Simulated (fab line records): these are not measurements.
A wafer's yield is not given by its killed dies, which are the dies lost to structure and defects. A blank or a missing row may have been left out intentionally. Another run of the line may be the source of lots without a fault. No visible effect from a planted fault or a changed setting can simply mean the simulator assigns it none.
fab line records	flow gf180mcu
record lots=5	wafers=23
route steps=602 shown V4@476 MIM@505 M5@530 V5@540
startH: start of the lot's first displayed wafer, in hours after the record's first day	waitH: hours from the lot's prior step to this one	" repeats the value in the row above	L1.1+2: several wafers, shown together as one row	- either no value or no given start	* or withheld: withheld	< > ~ a bound
route shown NAME@n: NAME is a module with steps in the file, n the number in the route of the first one	usual: mean/standard deviation taken from wafers without a fault	same: alike in all rows	chamber/n: place in a boat	sites: readings site by site	_std_site: standard deviation of those values	_edge_site: the outer-site mean with the inner-site mean subtracted	radiusMm: how far each site lies from the wafer's centre	mask NAME#n: copy n	behind: the most recent tool/chamber to have shaped the wafer	hold: what put the lot on hold/how long, in hours/how the hold closed	device: whichever transistor did not switch (one of n, p or np)	end of line: the same wafers' tests at the end of the route	for a step that has no rows: nothing shown but its recipe	killed: dies lost to structure and defects at the first sort, not the wafer's yield	map: dies across one wafer; x = killed, . = not, _ = none there
set.NAME: the setting the step ran with; set.NAME@STEP: the setting that earlier step ran with	model.NAME: the simulator's own value behind a step, which no gauge read
lots where settings were altered on purpose, with a table for each step and a row for each wafer
## steps
# step GF_V4_CVD_00
# recipe material=SiO2	targetThkNm=600	sigmaOpenFrac=0.3	tempC=400	timeS=100	sih4FlowSccm=60	pressureMtorr=6
lot.wafer	tool	chamber	startH	waitH	set.sih4FlowSccm	model.SiO2_of_V4_CVD_00.thkNm
L074.1	hdpcvd-02	2	544.08	0.0	63.64	644.8
L074.2	"	0	"	"	60	603.7
L074.3	"	1	"	"	63.64	633.6
L074.4	"	2	"	"	60	593.4
L074.6	"	0	"	"	60	611.6
L075.1	hdpcvd-01	1	561.03	0.0	60	587.7
L075.2	"	0	"	"	63.69	637.6
L075.3	"	2	"	"	63.69	627.6
L075.5	"	0	"	"	60	601.1
L075.6	"	2	"	"	60	597.2
L077.1	hdpcvd-02	0	572.96	0.0	68.28	698.8
L077.2	"	1	"	"	60	598
L077.4	"	1	"	"	60	597.5
L077.5	"	2	"	"	68.28	689.9
L077.6	"	0	"	"	60	610.3
L080.1	hdpcvd-02	2	596.96	0.0	60	600
L080.3	"	1	"	"	60	605.7
L080.5	"	0	"	"	60	612
L081.1	hdpcvd-02	0	608.80	0.0	51.1	523.5
L081.2	"	1	"	"	51.1	520.4
L081.3	"	2	"	"	60	592.6
L081.4	"	2	"	"	60	598.2
L081.6	"	0	"	"	60	604.7
# step GF_V4_THK_MEAS_01
# recipe reads=SiO2_of_V4_CVD_00
# usual V4_CVD_00_THK=602/7.3
lot.wafer	tool	chamber	startH	waitH	set.sih4FlowSccm@V4_CVD_00	V4_CVD_00_THK[nm]
L074.1	filmMetro-01	-	544.16	0.0	63.64	645
L074.2	"	-	"	"	60	604
L074.3	"	-	"	"	63.64	633
L074.4	"	-	"	"	60	593
L074.6	"	-	"	"	60	611
L075.1	filmMetro-04	-	561.10	0.0	60	587
L075.2	"	-	"	"	63.69	638
L075.3	"	-	"	"	63.69	627
L075.5	"	-	"	"	60	602
L075.6	"	-	"	"	60	597
L077.1	filmMetro-03	-	573.03	0.0	68.28	699
L077.2	"	-	"	"	60	598
L077.4	"	-	"	"	60	598
L077.5	"	-	"	"	68.28	690
L077.6	"	-	"	"	60	610
L080.1	filmMetro-01	-	597.03	0.0	60	600
L080.3	"	-	"	"	60	606
L080.5	"	-	"	"	60	612
L081.1	filmMetro-01	-	608.87	0.0	51.1	523
L081.2	"	-	"	"	51.1	520
L081.3	"	-	"	"	60	593
L081.4	"	-	"	"	60	598
L081.6	"	-	"	"	60	604
# step GF_V4_EXPOSE_11
# recipe maskId=Via4	targetCdNm=260	na=0.68	sourceShape=conventional	sigmaOuter=0.6	doseMj=38
lot.wafer	tool	chamber	startH	waitH	mask	set.doseMj
L074.1+6	krfScanner-02	0	-	-	Via4#0	38
L074.2+3+4	"	0	"	"	Via4#0	35.84
L075.1+3+5	krfScanner-02	0	-	-	Via4#0	38
L075.2+6	"	0	"	"	Via4#0	40.47
L077.1+5+6	krfScanner-02	0	-	-	Via4#0	38
L077.2+4	"	0	"	"	Via4#0	36.01
L080.1+3+5	krfScanner-02	0	-	-	Via4#0	38
L081.1+4+6	krfScanner-02	0	-	-	Via4#0	40.01
L081.2+3	"	0	"	"	Via4#0	38
# step GF_V4_PEB_12
# recipe pebTempC=135	pebTimeS=90	resist=KrF
# step GF_V4_DEVELOP_13
# recipe developTimeS=60	resist=KrF	devTempC=21
# step GF_V4_CD_MEAS_14
# recipe targetCdNm=260
# usual cdNm=259.9/1.5
lot.wafer	tool	chamber	startH	waitH	set.doseMj@V4_EXPOSE_11	cdNm
L074.1	cdSem-01	-	566.27	0.1	38	260.6
L074.2	"	-	"	"	35.84	251.8
L074.3	"	-	"	"	35.84	250.7
L074.4	"	-	"	"	35.84	250.9
L074.6	"	-	"	"	38	260.2
L075.1	cdSem-01	-	582.57	0.1	38	258.5
L075.2	"	-	"	"	40.47	270.2
L075.3	"	-	"	"	38	260.0
L075.5	"	-	"	"	38	260.1
L075.6	"	-	"	"	40.47	269.5
L077.1	cdSem-02	-	593.22	0.1	38	260.5
L077.2	"	-	"	"	36.01	251.4
L077.4	"	-	"	"	36.01	252.4
L077.5	"	-	"	"	38	259.6
L077.6	"	-	"	"	38	259.7
L080.1	cdSem-02	-	617.87	0.1	38	260.4
L080.3	"	-	"	"	38	259.9
L080.5	"	-	"	"	38	260.8
L081.1	cdSem-02	-	629.41	0.1	40.01	265.9
L081.2	"	-	"	"	38	258.3
L081.3	"	-	"	"	38	259.4
L081.4	"	-	"	"	40.01	266.5
L081.6	"	-	"	"	40.01	267.3
# step GF_V4_ETCH_16
# recipe chemistry=N2/H2	targetDepthA=withheld	overetchA=withheld	timeS=withheld	target=BARC	ionEnergyEv=200	sourceW=500	biasW=100	pressureMtorr=30	n2FlowSccm=100	h2FlowSccm=200
lot.wafer	tool	chamber	startH	waitH	set.doseMj@V4_EXPOSE_11	model.V4.cdNm
L074.1	rieDiel-04	3	566.43	0.0	38	260.6
L074.2	"	0	"	"	35.84	252.1
L074.3	"	1	"	"	35.84	251.4
L074.4	"	2	"	"	35.84	251.8
L074.6	"	2	"	"	38	260.7
L075.1	rieDiel-03	0	582.73	0.0	38	259
L075.2	"	1	"	"	40.47	271
L075.3	"	2	"	"	38	260.8
L075.5	"	0	"	"	38	260.3
L075.6	"	3	"	"	40.47	269.6
L077.1	rieDiel-03	2	593.38	0.0	38	261.3
L077.2	"	3	"	"	36.01	251.6
L077.4	"	0	"	"	36.01	251.7
L077.5	"	2	"	"	38	259.6
L077.6	"	1	"	"	38	260.4
L080.1	rieDiel-03	2	618.03	0.0	38	261.3
L080.3	"	1	"	"	38	260.3
L080.5	"	0	"	"	38	260.6
L081.1	rieDiel-03	3	629.56	0.0	40.01	265.8
L081.2	"	0	"	"	38	258.1
L081.3	"	2	"	"	38	260.3
L081.4	"	1	"	"	40.01	267.3
L081.6	"	1	"	"	40.01	267.9
# step GF_V4_ETCH_17
# recipe chemistry=C4F8/O2/Ar	maskMaterial=KrF	target=SiO2	stopOn=TiN	sourceW=1500	biasW=1200	pressureMtorr=40	c4f8FlowSccm=withheld	O2_flow_sccm=6	Ar_flow_sccm=300	timeS=withheld	targetDepthA=6300
lot.wafer	tool	chamber	startH	waitH	set.doseMj@V4_EXPOSE_11	model.V4.cdNm
L074.1	rieDiel-04	3	-	-	38	259.5
L074.2	"	0	"	"	35.84	250.6
L074.3	"	1	"	"	35.84	250.4
L074.4	"	2	"	"	35.84	251.3
L074.6	"	2	"	"	38	260.2
L075.1	rieDiel-03	0	-	-	38	258.5
L075.2	"	1	"	"	40.47	272
L075.3	"	2	"	"	38	261.7
L075.5	"	0	"	"	38	260.4
L075.6	"	3	"	"	40.47	269.8
L077.1	rieDiel-03	2	-	-	38	262
L077.2	"	3	"	"	36.01	251.9
L077.4	"	0	"	"	36.01	251.6
L077.5	"	2	"	"	38	259.9
L077.6	"	1	"	"	38	260.8
L080.1	rieDiel-03	2	-	-	38	262.4
L080.3	"	1	"	"	38	261.4
L080.5	"	0	"	"	38	260.9
L081.1	rieDiel-03	3	-	-	40.01	266.9
L081.2	"	0	"	"	38	257.9
L081.3	"	2	"	"	38	261.2
L081.4	"	1	"	"	40.01	269.2
L081.6	"	1	"	"	40.01	269.6
# step GF_V4_SPUTTER_21
# recipe material=Ti	targetThkNm=15	chamberPressurePa=5	powerW=2500	substrateTempC=200	timeS=80.02
lot.wafer	tool	chamber	startH	waitH	set.powerW	model.Ti_of_V4_SPUTTER_21.thkNm
L074.1	pvdSputter-01	-	567.13	0.0	2747	16.35
L074.2	"	-	"	"	2500	15.2
L074.3	"	-	"	"	2500	14.96
L074.4	"	-	"	"	2747	16.69
L074.6	"	-	"	"	2747	16.4
L075.1	pvdSputter-02	-	583.39	0.0	2500	14.75
L075.2	"	-	"	"	2500	14.84
L075.3	"	-	"	"	2383	14.33
L075.5	"	-	"	"	2383	14.24
L075.6	"	-	"	"	2500	14.95
L077.1	pvdSputter-01	-	594.04	0.0	2500	14.69
L077.2	"	-	"	"	2663	16.02
L077.4	"	-	"	"	2500	14.88
L077.5	"	-	"	"	2663	16.06
L077.6	"	-	"	"	2663	15.84
L080.1	pvdSputter-01	-	618.70	0.0	2500	14.88
L080.3	"	-	"	"	2500	14.74
L080.5	"	-	"	"	2500	15.01
L081.1	pvdSputter-02	-	630.23	0.0	2500	15.24
L081.2	"	-	"	"	2312	13.74
L081.3	"	-	"	"	2312	13.88
L081.4	"	-	"	"	2312	13.77
L081.6	"	-	"	"	2500	14.81
# step GF_MIM_SPUTTER_02
# recipe material=AlCu	targetThkNm=450	powerW=10600	timeS=23.9	chamberPressurePa=0.4
lot.wafer	tool	chamber	startH	waitH	set.chamberPressurePa	model.AlCu_of_MIM_SPUTTER_02.thkNm
L074.1	pvdSputter-03	-	567.96	0.0	0.4	446.8
L074.2	"	-	"	"	0.4	447
L074.3	"	-	"	"	0.4	452.5
L074.4	"	-	"	"	0.4	445.5
L074.6	"	-	"	"	0.4	455.5
L075.1	pvdSputter-02	-	585.66	0.0	0.4176	442.9
L075.2	"	-	"	"	0.4176	438.9
L075.3	"	-	"	"	0.4176	440.6
L075.5	"	-	"	"	0.4176	438
L075.6	"	-	"	"	0.4176	439.1
L077.1	pvdSputter-01	-	594.86	0.0	0.3483	458.2
L077.2	"	-	"	"	0.3483	455.1
L077.4	"	-	"	"	0.3483	457.2
L077.5	"	-	"	"	0.3483	455.6
L077.6	"	-	"	"	0.3483	458.6
L080.1	pvdSputter-03	-	619.52	0.0	0.4	445.3
L080.3	"	-	"	"	0.4	445.6
L080.5	"	-	"	"	0.4	452.4
L081.1	pvdSputter-01	-	631.05	0.0	0.4342	444.4
L081.2	"	-	"	"	0.4342	441.7
L081.3	"	-	"	"	0.4342	444.5
L081.4	"	-	"	"	0.4342	439.1
L081.6	"	-	"	"	0.4342	441.6
# step GF_MIM_SPUTTER_08
# recipe material=AlCu	targetThkNm=200	powerW=10600	timeS=10.6	chamberPressurePa=0.4
lot.wafer	tool	chamber	startH	waitH	set.timeS	model.AlCu_of_MIM_SPUTTER_08.thkNm
L074.1	pvdSputter-02	-	568.20	0.0	10.6	200
L074.2	"	-	"	"	10.6	202.2
L074.3	"	-	"	"	10.6	202.4
L074.4	"	-	"	"	10.6	201.2
L074.6	"	-	"	"	10.6	201.3
L075.1	pvdSputter-01	-	585.88	0.0	9.557	184.2
L075.2	"	-	"	"	10.6	201.6
L075.3	"	-	"	"	10.6	198.6
L075.5	"	-	"	"	9.557	179.8
L075.6	"	-	"	"	10.6	201.8
L077.1	pvdSputter-02	-	595.09	0.0	11.81	223.3
L077.2	"	-	"	"	11.81	223.8
L077.4	"	-	"	"	11.81	223.6
L077.5	"	-	"	"	10.6	200.3
L077.6	"	-	"	"	10.6	200.2
L080.1	pvdSputter-02	-	619.75	0.0	10.6	202.1
L080.3	"	-	"	"	10.6	203.6
L080.5	"	-	"	"	10.6	202.5
L081.1	pvdSputter-02	-	631.28	0.0	10.6	202.5
L081.2	"	-	"	"	11.55	220.2
L081.3	"	-	"	"	10.6	199.4
L081.4	"	-	"	"	10.6	200.6
L081.6	"	-	"	"	11.55	218.8
# step GF_MIM_SPUTTER_09
# recipe material=TiN	targetThkNm=35	powerW=6500	timeS=29.2	chamberPressurePa=0.4
# step GF_MIM_RS_MEAS_10
# recipe thkMeasGauge=four-point-probe	reads=TiN_of_MIM_SPUTTER_09+AlCu_of_MIM_SPUTTER_08+TiN_of_MIM_SPUTTER_07
# usual MIM_ALCU_RS=0.1600/0.0017
lot.wafer	tool	chamber	startH	waitH	set.timeS@MIM_SPUTTER_08	MIM_ALCU_RS[ohm/sq]
L074.1	filmMetro-01	-	568.25	0.0	10.6	0.1605
L074.2	"	-	"	"	10.6	0.1584
L074.3	"	-	"	"	10.6	0.1582
L074.4	"	-	"	"	10.6	0.1590
L074.6	"	-	"	"	10.6	0.1592
L075.1	filmMetro-02	-	585.94	0.0	9.557	0.1746
L075.2	"	-	"	"	10.6	0.1594
L075.3	"	-	"	"	10.6	0.1615
L075.5	"	-	"	"	9.557	0.1792
L075.6	"	-	"	"	10.6	0.1589
L077.1	filmMetro-02	-	595.15	0.0	11.81	0.1431
L077.2	"	-	"	"	11.81	0.1428
L077.4	"	-	"	"	11.81	0.1426
L077.5	"	-	"	"	10.6	0.1600
L077.6	"	-	"	"	10.6	0.1604
L080.1	filmMetro-04	-	619.81	0.0	10.6	0.1583
L080.3	"	-	"	"	10.6	0.1573
L080.5	"	-	"	"	10.6	0.1582
L081.1	filmMetro-01	-	631.33	0.0	10.6	0.1582
L081.2	"	-	"	"	11.55	0.1452
L081.3	"	-	"	"	10.6	0.1609
L081.4	"	-	"	"	10.6	0.1596
L081.6	"	-	"	"	11.55	0.1459
# step GF_MIM_THK_MEAS_11
# recipe thkMeasGauge=xrf	reads=AlCu_of_MIM_SPUTTER_08
# usual MIM_ALCU_THK=202.1/2.2
lot.wafer	tool	chamber	startH	waitH	set.timeS@MIM_SPUTTER_08	MIM_ALCU_THK[nm]
L074.1	filmMetro-01	-	568.37	0.1	10.6	203.8
L074.2	"	-	"	"	10.6	205.3
L074.3	"	-	"	"	10.6	206.0
L074.4	"	-	"	"	10.6	205.1
L074.6	"	-	"	"	10.6	205.6
L075.1	filmMetro-02	-	586.06	0.1	9.557	184.4
L075.2	"	-	"	"	10.6	203.9
L075.3	"	-	"	"	10.6	198.7
L075.5	"	-	"	"	9.557	180.8
L075.6	"	-	"	"	10.6	202.8
L077.1	filmMetro-02	-	595.27	0.1	11.81	224.4
L077.2	"	-	"	"	11.81	225.4
L077.4	"	-	"	"	11.81	224.9
L077.5	"	-	"	"	10.6	201.2
L077.6	"	-	"	"	10.6	201.5
L080.1	filmMetro-04	-	619.93	0.1	10.6	201.8
L080.3	"	-	"	"	10.6	203.9
L080.5	"	-	"	"	10.6	201.1
L081.1	filmMetro-01	-	631.45	0.1	10.6	205.8
L081.2	"	-	"	"	11.55	221.8
L081.3	"	-	"	"	10.6	200.4
L081.4	"	-	"	"	10.6	203.4
L081.6	"	-	"	"	11.55	221.5
# step GF_MIM_SOFTBAKE_15
# recipe tempC=90	timeS=60	resist=NOVOLAK
lot.wafer	tool	chamber	startH	waitH	set.tempC
L074.1+2+3+4+6	lithoTrack-01	0	578.72	0.1	90
L075.1+2+3+5+6	lithoTrack-02	0	596.42	0.1	90
L077.1+6	lithoTrack-02	0	605.82	0.1	90
L077.2+4+5	"	0	"	"	88.22
L080.1+3+5	lithoTrack-03	0	629.82	0.1	90
L081.1+3	lithoTrack-01	0	641.32	0.1	87.5
L081.2+4+6	"	0	"	"	90
# step GF_MIM_EXPOSE_16
# recipe maskId=FuseTop	targetCdNm=2000	na=0.6	sourceShape=conventional	sigmaOuter=0.6	doseMj=140
# step GF_MIM_PEB_17
# recipe tempC=withheld	timeS=*	resist=NOVOLAK
# step GF_MIM_DEVELOP_18
# recipe developTimeS=60	devTempC=22.53
# step GF_MIM_METAL_ETCH_19
# recipe chemistry=Cl2/BCl3	maskMaterial=NOVOLAK	stopOn=Si3N4	targetDepthNm=324.5	pressureMtorr=8	icpW=800	biasW=140	Cl2_flow_sccm=80	bcl3FlowSccm=40	timeS=54.1
# usual oesProductAu=0.942/0.0058
lot.wafer	tool	chamber	startH	waitH	set.timeS@MIM_SPUTTER_08	oesProductAu
L074.1	rieMetal-02	1	588.27	0.1	10.6	0.942
L074.2	"	0	"	"	10.6	0.938
L074.3	"	0	"	"	10.6	0.945
L074.4	"	1	"	"	10.6	0.942
L074.6	"	0	"	"	10.6	0.941
L075.1	rieMetal-01	1	606.62	0.1	9.557	0.910
L075.2	"	0	"	"	10.6	0.948
L075.3	"	0	"	"	10.6	0.943
L075.5	"	0	"	"	9.557	0.898
L075.6	"	1	"	"	10.6	0.943
L077.1	rieMetal-02	0	615.47	0.1	11.81	0.988
L077.2	"	1	"	"	11.81	0.979
L077.4	"	1	"	"	11.81	0.979
L077.5	"	0	"	"	10.6	0.941
L077.6	"	1	"	"	10.6	0.941
L080.1	rieMetal-02	1	640.32	0.1	10.6	0.945
L080.3	"	1	"	"	10.6	0.951
L080.5	"	0	"	"	10.6	0.945
L081.1	rieMetal-01	0	651.32	0.1	10.6	0.944
L081.2	"	1	"	"	11.55	0.987
L081.3	"	0	"	"	10.6	0.944
L081.4	"	1	"	"	10.6	0.945
L081.6	"	0	"	"	11.55	0.965
# step GF_M5_EXPOSE_04
# recipe maskId=Metal5	targetCdNm=280	na=0.68	sourceShape=conventional	sigmaOuter=0.6	doseMj=28
lot.wafer	tool	chamber	startH	waitH	mask	set.doseMj
L074.1+2+3+4+6	krfScanner-02	0	-	-	Metal5#0	28
L075.1+2+3+5+6	krfScanner-02	0	-	-	Metal5#0	28
L077.1+4+6	krfScanner-02	0	-	-	Metal5#0	28
L077.2+5	"	0	"	"	Metal5#0	26.92
L080.1+3+5	krfScanner-02	0	-	-	Metal5#0	28
L081.1+2+3	krfScanner-02	0	-	-	Metal5#0	29.19
L081.4+6	"	0	"	"	Metal5#0	28
# step GF_M5_PEB_05
# recipe pebTempC=135	pebTimeS=90	resist=KrF
# step GF_M5_DEVELOP_06
# recipe developTimeS=60	devTempC=21
# step GF_M5_CD_MEAS_07
# recipe targetCdNm=280
# usual cdNm=280.0/1.1
lot.wafer	tool	chamber	startH	waitH	set.doseMj@M5_EXPOSE_04	cdNm
L074.1	cdSem-02	-	609.62	0.1	28	277.4
L074.2	"	-	"	"	28	277.7
L074.3	"	-	"	"	28	278.8
L074.4	"	-	"	"	28	278.9
L074.6	"	-	"	"	28	278.1
L075.1	cdSem-01	-	627.32	0.1	28	278.2
L075.2	"	-	"	"	28	278.1
L075.3	"	-	"	"	28	278.4
L075.5	"	-	"	"	28	278.8
L075.6	"	-	"	"	28	279.2
L077.1	cdSem-01	-	635.62	0.1	28	279.1
L077.2	"	-	"	"	26.92	284.8
L077.4	"	-	"	"	28	279.8
L077.5	"	-	"	"	26.92	285.8
L077.6	"	-	"	"	28	279.3
L080.1	cdSem-01	-	660.47	0.1	28	280.7
L080.3	"	-	"	"	28	281.1
L080.5	"	-	"	"	28	281.7
L081.1	cdSem-02	-	671.07	0.1	29.19	273.9
L081.2	"	-	"	"	29.19	273.8
L081.3	"	-	"	"	29.19	273.4
L081.4	"	-	"	"	28	280.9
L081.6	"	-	"	"	28	279.9
# step GF_M5_ETCH_09
# recipe chemistry=CF4/O2	target=Si3N4	targetDepthNm=52	sourceW=800	biasW=150	pressureMtorr=150	cf4FlowSccm=80	O2_flow_sccm=10	timeS=11.6
lot.wafer	tool	chamber	startH	waitH	set.biasW	set.doseMj@M5_EXPOSE_04	model.M5.cdNm
L074.1	rieDiel-04	0	609.77	0.0	150	28	277.9
L074.2	"	3	"	"	150	28	278
L074.3	"	1	"	"	159.7	28	278.7
L074.4	"	2	"	"	150	28	278.2
L074.6	"	0	"	"	159.7	28	278.2
L075.1	rieDiel-03	2	627.47	0.0	150	28	278.1
L075.2	"	3	"	"	165.3	28	278
L075.3	"	1	"	"	165.3	28	278.8
L075.5	"	3	"	"	165.3	28	278.9
L075.6	"	2	"	"	150	28	278.9
L077.1	rieDiel-04	2	635.78	0.0	150	28	278.9
L077.2	"	1	"	"	160.3	26.92	284.7
L077.4	"	0	"	"	150	28	280
L077.5	"	1	"	"	150	26.92	285.8
L077.6	"	0	"	"	160.3	28	279.3
L080.1	rieDiel-03	1	660.63	0.0	150	28	281.2
L080.3	"	3	"	"	150	28	280.6
L080.5	"	2	"	"	150	28	281.6
L081.1+2	rieDiel-03	2,0	671.23	0.0	150	29.19	273.8
L081.3	"	1	"	"	133.5	29.19	274.3
L081.4	"	3	"	"	133.5	28	280.4
L081.6	"	1	"	"	150	28	280.9
# step GF_V5_CVD_00
# recipe material=SiO2	targetThkNm=300	sigmaOpenFrac=0.3	tempC=400	timeS=50	sih4FlowSccm=60	pressureMtorr=6
lot.wafer	tool	chamber	startH	waitH	set.sih4FlowSccm	model.SiO2_of_V5_CVD_00.thkNm
L074.1+2	hdpcvd-02	2,1	610.70	0.0	51.51	255.9
L074.3	"	0	"	"	51.51	253.3
L074.4	"	2	"	"	60	297
L074.6	"	0	"	"	60	298
L075.1	hdpcvd-02	0	628.17	0.0	57.74	281.1
L075.2	"	2	"	"	57.74	283.8
L075.3	"	1	"	"	60	292.8
L075.5	"	1	"	"	57.74	283
L075.6	"	2	"	"	60	292.1
L077.1	hdpcvd-02	2	636.49	0.0	63.46	311.3
L077.2	"	1	"	"	60	291.8
L077.4	"	1	"	"	60	294.7
L077.5	"	2	"	"	63.46	310.4
L077.6	"	1	"	"	60	295.9
L080.1	hdpcvd-01	0	661.30	0.0	60	295.8
L080.3	"	2	"	"	60	301.9
L080.5	"	0	"	"	60	297.4
L081.1	hdpcvd-02	0	671.91	0.0	60	293.6
L081.2	"	2	"	"	68.79	341.4
L081.3	"	1	"	"	60	293.8
L081.4	"	1	"	"	68.79	339.2
L081.6	"	0	"	"	60	294.5
# step GF_V5_THK_MEAS_01
# recipe reads=SiO2_of_V5_CVD_00
# usual V5_CVD_00_THK=296.9/2.9
lot.wafer	tool	chamber	startH	waitH	set.sih4FlowSccm@V5_CVD_00	V5_CVD_00_THK[nm]
L074.1	filmMetro-03	-	610.75	0.0	51.51	255.9
L074.2	"	-	"	"	51.51	255.8
L074.3	"	-	"	"	51.51	253.6
L074.4	"	-	"	"	60	297.1
L074.6	"	-	"	"	60	297.8
L075.1	filmMetro-02	-	628.22	0.0	57.74	281.2
L075.2	"	-	"	"	57.74	283.9
L075.3	"	-	"	"	60	292.6
L075.5	"	-	"	"	57.74	283.0
L075.6	"	-	"	"	60	291.9
L077.1	filmMetro-01	-	636.55	0.0	63.46	311.4
L077.2	"	-	"	"	60	292.0
L077.4	"	-	"	"	60	294.9
L077.5	"	-	"	"	63.46	310.3
L077.6	"	-	"	"	60	296.1
L080.1	filmMetro-03	-	661.34	0.0	60	295.9
L080.3	"	-	"	"	60	301.9
L080.5	"	-	"	"	60	297.5
L081.1	filmMetro-02	-	671.95	0.0	60	293.6
L081.2	"	-	"	"	68.79	341.3
L081.3	"	-	"	"	60	294.0
L081.4	"	-	"	"	68.79	338.9
L081.6	"	-	"	"	60	294.6
## key
split step=GF_V4_CVD_00	setting=sih4FlowSccm	stated=60	by=wafer
response step=GF_V4_CVD_00	reading=model.SiO2_of_V4_CVD_00.thkNm	change=+5.9	per=1%	r=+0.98
response step=GF_V4_THK_MEAS_01	reading=V4_CVD_00_THK	change=+5.9	per=1%	r=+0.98
split step=GF_V4_EXPOSE_11	setting=doseMj	stated=38	by=wafer
response step=GF_V4_CD_MEAS_14	reading=cdNm	change=+1.56	per=1%	r=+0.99
response step=GF_V4_ETCH_16	reading=model.V4.cdNm	change=+1.57	per=1%	r=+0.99
response step=GF_V4_ETCH_17	reading=model.V4.cdNm	change=+1.67	per=1%	r=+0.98
split step=GF_V4_SPUTTER_21	setting=powerW	stated=2500	by=wafer
response step=GF_V4_SPUTTER_21	reading=model.Ti_of_V4_SPUTTER_21.thkNm	change=+0.153	per=1%	r=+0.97
split step=GF_MIM_SPUTTER_02	setting=chamberPressurePa	stated=0.4	by=lot
response step=GF_MIM_SPUTTER_02	reading=model.AlCu_of_MIM_SPUTTER_02.thkNm	change=-0.771	per=1%	r=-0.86
split step=GF_MIM_SPUTTER_08	setting=timeS	stated=10.6	by=wafer
response step=GF_MIM_SPUTTER_08	reading=model.AlCu_of_MIM_SPUTTER_08.thkNm	change=+2.01	per=1%	r=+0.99
response step=GF_MIM_RS_MEAS_10	reading=MIM_ALCU_RS	change=-0.0016	per=1%	r=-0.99
response step=GF_MIM_THK_MEAS_11	reading=MIM_ALCU_THK	change=+2.03	per=1%	r=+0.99
response step=GF_MIM_METAL_ETCH_19	reading=oesProductAu	change=+0.00375	per=1%	r=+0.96
split step=GF_MIM_SOFTBAKE_15	setting=tempC	stated=90	by=wafer
response none clear
split step=GF_M5_EXPOSE_04	setting=doseMj	stated=28	by=wafer
response step=GF_M5_CD_MEAS_07	reading=cdNm	change=-1.56	per=1%	r=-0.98
response step=GF_M5_ETCH_09	reading=model.M5.cdNm	change=-1.56	per=1%	r=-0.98
split step=GF_M5_ETCH_09	setting=biasW	stated=150	by=wafer
response none clear
split step=GF_V5_CVD_00	setting=sih4FlowSccm	stated=60	by=wafer
response step=GF_V5_CVD_00	reading=model.SiO2_of_V5_CVD_00.thkNm	change=+3.06	per=1%	r=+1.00
response step=GF_V5_THK_MEAS_01	reading=V5_CVD_00_THK	change=+3.04	per=1%	r=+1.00
